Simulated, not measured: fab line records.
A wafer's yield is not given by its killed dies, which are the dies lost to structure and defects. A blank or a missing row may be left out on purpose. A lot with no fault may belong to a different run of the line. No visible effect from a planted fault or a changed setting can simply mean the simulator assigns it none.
Chamber matching	flow gf180mcu	cmp-02 running GF_STI_CMP_25: 4 sister chambers
The step polishes, stops on Si3N4, t overpolish 33 s, target thk 524.6 nm. 4 wafers are shown with their chamber, then 7 later ones without.

WAFERS, EACH WITH ITS CHAMBER
wafer	chamber	motor current A (A)
L537.4	2	10.0
L537.5	3	11.5
L538.3	1	11.5
L538.4	0	10.2

WAFERS WITHOUT THEIR CHAMBER
wafer	motor current A (A)
L538.5	10.2
L541.1	11.8
L541.4	10.1
L541.5	10.2
L543.1	10.5
L543.4	11.6
L543.6	9.8

WHICH CHAMBER EACH WENT THROUGH
wafer	from the rows above	in truth
L538.5	can't be placed: 0 or 2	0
L541.1	can't be placed: 1 or 3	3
L541.4	can't be placed: 0 or 2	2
L541.5	can't be placed: 0 or 2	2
L543.1	can't be placed: 0 or 2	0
L543.4	can't be placed: 1 or 3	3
L543.6	can't be placed: 2 or 0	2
Correct placement for 0 of the 7. Can't be placed from these rows: 7 (the true chamber is among the candidates in 7). 0 placed wrongly.
How it was worked out, from the rows above alone: a wafer's distance from a chamber is the root of the sum, over the readings, of the square of ((its reading less the chamber's mean) divided by the reading's scatter). The wafer belongs to the nearest chamber; if the next one is less than 2 further off, it can't be placed. For every chamber, the mean is computed from those of its wafers that are shown. The scatter: with one shown wafer a chamber, the root of the mean of the squares of how far each hidden wafer lies from its nearest shown one.
